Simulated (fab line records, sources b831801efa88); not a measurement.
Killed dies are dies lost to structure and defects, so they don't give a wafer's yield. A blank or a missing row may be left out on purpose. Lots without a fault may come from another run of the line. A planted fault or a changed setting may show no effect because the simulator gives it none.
A struck lot beside a sound one | flow sky130 | 44 steps out of a route of 708
Sound: wafers L185.2, L185.3, L185.5. Struck: wafers L196.2, L196.4, L196.5. The cause comes at the end.
At each step with rows: each side's tool, then ch and its chambers, then its first start. Under that, the readings that differ: sound wafers | struck wafers | difference of the means | sigmas: that difference in standard deviations of wafers without a fault.
alike: readings whose means differ by less than 2 such deviations, and words and numbers that are the same on both sides. not compared: withheld readings, readings that some wafer has no value for, bounds like >300 that may hide the same value, and numbers for which the record gives no deviation and whose values overlap.
The two part at a step that has a row with sigmas, a row that says differs or no value, or rows on one side only. Numbers that don't overlap but have no deviation are shown without sigmas and don't part them. A reading that every wafer of one side lacks parts them only if that side has two wafers or more.

first, 4 steps without rows for these wafers: SKY_LDD_LDN_SOFTBAKE_03 (time 60 s); SKY_LDD_LDN_EXPOSE_04 (exposes mask LDNTM, target cd 700 nm); SKY_LDD_LDN_PEB_05; SKY_LDD_LDN_DEVELOP_06 (develop time 60 s).
SKY_LDD_LDN_OVL_MEAS_07:
  sound on overlay-01, day 24 07:23; struck on overlay-01, day 28 02:18
  alike: LDD_LDN_OVL
then, 4 steps without rows for these wafers: SKY_LDD_LDN_IMPLANT_08; SKY_LDD_LDN_IMPLANT_09; SKY_LDD_LDN_IMPLANT_10; SKY_LDD_LDN_IMPLANT_11.
SKY_LDD_LDN_STRIP_12: strips in O2/N2.
  sound on plasma_asher-01 ch 0,1, day 24 08:01; struck on plasma_asher-04 ch 0,1, day 28 02:56
  alike: drypump_motor_current_A, n2_flow_sccm, o2_flow_sccm, oes_product_au, strip_time_to_endpoint_s
  not compared: rf_hours_counter_h
SKY_LDD_LDN_TW_MEAS_13:
  sound on film_metro-02, day 24 08:08; struck on film_metro-04, day 28 03:02
  reading    | sound          | struck         | difference | sigmas
  LDD_LDN_TW | 1496 1486 1493 | 1459 1459 1463 | -31        | -2
then, 1 step without rows for these wafers: SKY_LDD_LDN_CLEAN_14 (cleans in SC1/SC2, time 150 s).
SKY_SPACER_CVD_00: deposits Si3N4 from DCS/NH3, target thk 43.1 nm, time 740 s.
  sound on lpcvd-02 ch 0, day 24 08:32; struck on lpcvd-02 ch 0, day 28 03:08
  reading                                  | sound             | struck            | difference | sigmas
  spike_tc_centre_C (C)                    | 767.6 771.4 768.5 | 784.0 784.2 782.8 | +14.5      | +10
  zone_power_centre_pct (%)                | 13.0 13.3 13.3    | 16.6 16.6 16.2    | +3.3       | +5
  zone_power_lower_pct (%)                 | 11.6 11.5 11.9    | 10.2 10.0 10.2    | -1.5       | -4
  model.Si3N4_of_SPACER_CVD_00.thk_nm (nm) | 42.42 43.26 43.04 | 44.98 44.18 43.86 | +1.43      |
SKY_SPACER_THK_MEAS_01:
  sound on film_metro-01, day 24 09:45; struck on film_metro-01, day 28 04:35
  reading                | sound          | struck         | difference | sigmas
  SPACER_CVD_00_THK (nm) | 42.4 43.2 43.1 | 45.0 44.2 43.9 | +1.5       | +4
  not compared: hold
SKY_SPACER_ETCHBACK_02: etches Si3N4 in CH3F/O2, stops on SiO2, time 46.7 s, target depth 45 nm.
  sound on rie_diel-02 ch 0,1,3, day 24 09:48; struck on rie_diel-03 ch 0,3, day 28 06:52
  reading                  | sound             | struck                                                                     | difference                   | sigmas
  hold                     | - - -             | await_dispo/2.2h/release await_dispo/2.2h/release await_dispo/2.2h/release | no value on the sound wafers |
  oes_product_au (a.u.)    | 0.847 0.857 0.854 | 0.876 0.860 0.865                                                          | +0.014                       | +2
  model.etch.depth_nm (nm) | 42.42 43.26 43.04 | 44.98 44.18 43.86                                                          | +1.43                        |
  alike: drypump_motor_current_A, throttle_valve_pct
  not compared: rf_hours_counter_h
then, 8 steps without rows for these wafers: SKY_POLY_CUT_DEHYDRATE_00 (time 60 s); SKY_POLY_CUT_HMDS_01 (prime time 60 s); SKY_POLY_CUT_COAT_02 (resist thk 60 nm); SKY_POLY_CUT_COAT_03 (resist thk 450 nm); SKY_POLY_CUT_SOFTBAKE_04 (time 90 s); SKY_POLY_CUT_EXPOSE_05 (exposes mask NPCM, target cd 270 nm); SKY_POLY_CUT_PEB_06; SKY_POLY_CUT_DEVELOP_07 (develop time 60 s).
SKY_POLY_CUT_CD_MEAS_08: target cd 270 nm.
  sound on cd_sem-02, day 25 14:58; struck on cd_sem-02, day 29 09:22
  alike: cd_nm
SKY_POLY_CUT_OVL_MEAS_09:
  sound on overlay-01, day 25 15:04; struck on overlay-01, day 29 09:28
  alike: POLY_CUT_OVL
SKY_POLY_CUT_ETCH_10: etches BARC in N2/H2, stops on SiO2, time 45.9 s, target depth 60 nm.
  sound on rie_diel-01 ch 0,1,3, day 25 15:05; struck on rie_diel-04 ch 0,1,3, day 29 09:29
  alike: drypump_motor_current_A, h2_flow_sccm, n2_flow_sccm, oes_product_au, throttle_valve_pct
  not compared: rf_hours_counter_h
SKY_POLY_CUT_ETCH_11: etches Si3N4 in CF4/CH2F2/Ar, stops on poly-Si, time 42.5 s, target depth 60 nm.
  sound on rie_diel-01 ch 0,1,3, day 25 15:08; struck on rie_diel-04 ch 0,1,3, day 29 09:32
  alike: cf4_flow_sccm, ch2f2_flow_sccm, drypump_motor_current_A, oes_product_au, throttle_valve_pct
  not compared: rf_hours_counter_h
SKY_POLY_CUT_STRIP_12: strips in O2/N2.
  sound on plasma_asher-02 ch 1, day 25 15:10; struck on plasma_asher-03 ch 0, day 29 09:34
  alike: drypump_motor_current_A, n2_flow_sccm, o2_flow_sccm, oes_product_au, strip_time_to_endpoint_s
  not compared: rf_hours_counter_h
then, 7 steps without rows for these wafers: SKY_SD_P_DEHYDRATE_00 (time 60 s); SKY_SD_P_HMDS_01 (prime time 60 s); SKY_SD_P_COAT_02 (resist thk 1140 nm); SKY_SD_P_SOFTBAKE_03 (time 60 s); SKY_SD_P_EXPOSE_04 (exposes mask PSDM, target cd 380 nm); SKY_SD_P_PEB_05; SKY_SD_P_DEVELOP_06 (develop time 60 s).
SKY_SD_P_CD_MEAS_07: target cd 380 nm.
  sound on cd_sem-02, day 26 20:41; struck on cd_sem-02, day 30 13:37
  alike: cd_nm
SKY_SD_P_OVL_MEAS_08:
  sound on overlay-02, day 26 20:47; struck on overlay-02, day 30 13:43
  alike: SD_P_OVL
then, 1 step without rows for these wafers: SKY_SD_P_IMPLANT_09.
SKY_SD_P_STRIP_10: strips in O2/N2.
  sound on plasma_asher-03 ch 0,1, day 26 20:58; struck on plasma_asher-03 ch 0, day 30 13:53
  alike: drypump_motor_current_A, n2_flow_sccm, o2_flow_sccm, oes_product_au, strip_time_to_endpoint_s
  not compared: rf_hours_counter_h
SKY_SD_P_TW_MEAS_11:
  sound on film_metro-04, day 26 21:04; struck on film_metro-02, day 30 14:00
  alike: SD_P_TW
then, 2 steps without rows for these wafers: SKY_RES_XHIGH_DEHYDRATE_00 (time 60 s); SKY_RES_XHIGH_HMDS_01 (prime time 60 s).
-- the record jumps here: 2 days lie between the struck wafers' starts before and after (it left off in module RES_XHIGH and takes up again in module SALICIDE, whose first step shown is number 361 of the route) --
SKY_SALICIDE_CLEAN_00: cleans in HF-last, time 30 s.
  sound on wet_bench-04 ch 1, day 29 06:47; struck on wet_bench-04 ch 0, day 32 23:17
  reading                                  | sound             | struck        | difference | sigmas
  model.Si3N4_of_SPACER_CVD_00.thk_nm (nm) | 41.45 42.29 42.07 | 44 43.2 42.88 | +1         |
-- the record jumps here: 16 days lie between the struck wafers' starts before and after (it left off in module SALICIDE and takes up again in module PAD_OPEN, whose first step shown is number 708 of the route) --
SKY_PAD_OPEN_PROBE_99:
  sound on prober-01, day 46 21:50; struck on prober-02, day 49 09:32
  alike: killed_at_M0_to_M3, killed_at_M4_up, killed_at_contacts, killed_at_front_end, killed_at_other, killed_dies, killed_open, killed_short

WHERE THEY PART
First at SKY_LDD_LDN_TW_MEAS_13; last, within this record, at SKY_SPACER_ETCHBACK_02. Later steps at which nothing parts them and some readings are alike: SKY_POLY_CUT_CD_MEAS_08, SKY_POLY_CUT_OVL_MEAS_09, SKY_POLY_CUT_ETCH_10, SKY_POLY_CUT_ETCH_11, SKY_POLY_CUT_STRIP_12, SKY_SD_P_CD_MEAS_07, SKY_SD_P_OVL_MEAS_08, SKY_SD_P_STRIP_10, SKY_SD_P_TW_MEAS_11, SKY_PAD_OPEN_PROBE_99.

WHY: what the simulator had put in
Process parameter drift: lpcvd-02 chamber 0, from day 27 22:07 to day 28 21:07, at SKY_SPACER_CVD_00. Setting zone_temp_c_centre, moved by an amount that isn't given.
